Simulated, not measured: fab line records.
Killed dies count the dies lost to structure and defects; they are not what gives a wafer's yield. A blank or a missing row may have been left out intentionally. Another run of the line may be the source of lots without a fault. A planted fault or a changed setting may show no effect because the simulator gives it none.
Problem report in the 8D (eight disciplines) form, filled by code	flow sky130	the parts of the form that need people (team, actions taken, sign-off) are left out

1. WHAT WENT WRONG
Mean LDD_HVN_TW at SKY_LDD_HVN_TW_MEAS_10: 1546 over 6 wafers in 2 lots; fault-free wafers: 1448, standard deviation 8.9. That puts it +11 standard deviations away from the usual mean.
The first sign was on wafer L120.1 at day 26 12:28, on film metro-03. The record holds 42 wafers of 14 lots with a number at this step. Rule for "out", or "out of limits": more than 4 standard deviations from the usual mean. Any other wafer with a number is counted as sound.

2. WHAT IT IS; WHAT IT IS NOT
question	is	is not
which readings at this step	LDD_HVN_TW	-
which lots	L120, L121	L104, L105, L106, L108, L111, L112, L115, L116, L117, L118, L122, L127
which wafers of those lots	all that have a number	-
read on which gauges	film metro-01, film metro-03	film metro-02
when	from day 26 12:28	up to then (30 sound wafers); but 6 sound wafers of L122, L127 came after

3. THE SUSPECTS, EACH WITH WHAT RULES IT OUT
Counting: a tool at a process step up to the reading stays a suspect if it ran every lot that is out and no sound lot after the first of them.
- the gauge at SKY_LDD_HVN_TW_MEAS_10 is ruled out. Those wafers that are out were read across 2 gauges (film metro-01, film metro-03).
- implanter-04 at SKY_LDD_HVN_IMPLANT_08: kept. It processed each lot that is out, first L120 at day 26 12:13, and no sound lot thereafter; up to then, the last sound lot it processed was L118 at day 25 17:41. Its own beam energy keV readings are out on those wafers.
Remaining after the count: implanter-04 at SKY_LDD_HVN_IMPLANT_08.

4. THE CAUSE (what the simulator had put in)
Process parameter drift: implanter-04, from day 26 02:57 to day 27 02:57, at SKY_LDD_HVN_IMPLANT_08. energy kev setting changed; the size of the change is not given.
After counting, this tool was the only one left.

5. THE EFFECT CHAIN, in route order
Each row: a reading where the mean over the struck wafers with a number is more than 3 standard deviations away from the usual. Only readings for which the record gives a usual standard deviation are gone through. hours: the time from each lot's start at the first step in this table that gives one to its start at this step, as a median over the lots. sigmas: the change in usual standard deviations.
hours	step	reading	usual	on struck wafers	change	sigmas
0	SKY_LDD_HVN_IMPLANT_08	beam energy keV	60.002	77.743	+17.741	+99 or more
0	SKY_LDD_HVN_TW_MEAS_10	LDD_HVN_TW	1448	1546	+98	+11
Here are the process steps it includes:
- SKY_LDD_HVN_IMPLANT_08

6. WHAT WOULD HAVE CAUGHT IT SOONER
Counted from the fault's start at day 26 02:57, it took 10 hours until the first out-of-limits reading at a measuring or inspecting step in this record, taken at day 26 12:28.
The tool's own readings at SKY_LDD_HVN_IMPLANT_08 were out on every struck wafer that the step has a row for (beam energy keV): an alarm limit on them would have fired on the first of those.
Of the lots that are out (2), L121 began SKY_LDD_HVN_IMPLANT_08 on implanter-04 after day 26 12:28. Putting the tool on hold at that point would have spared it.
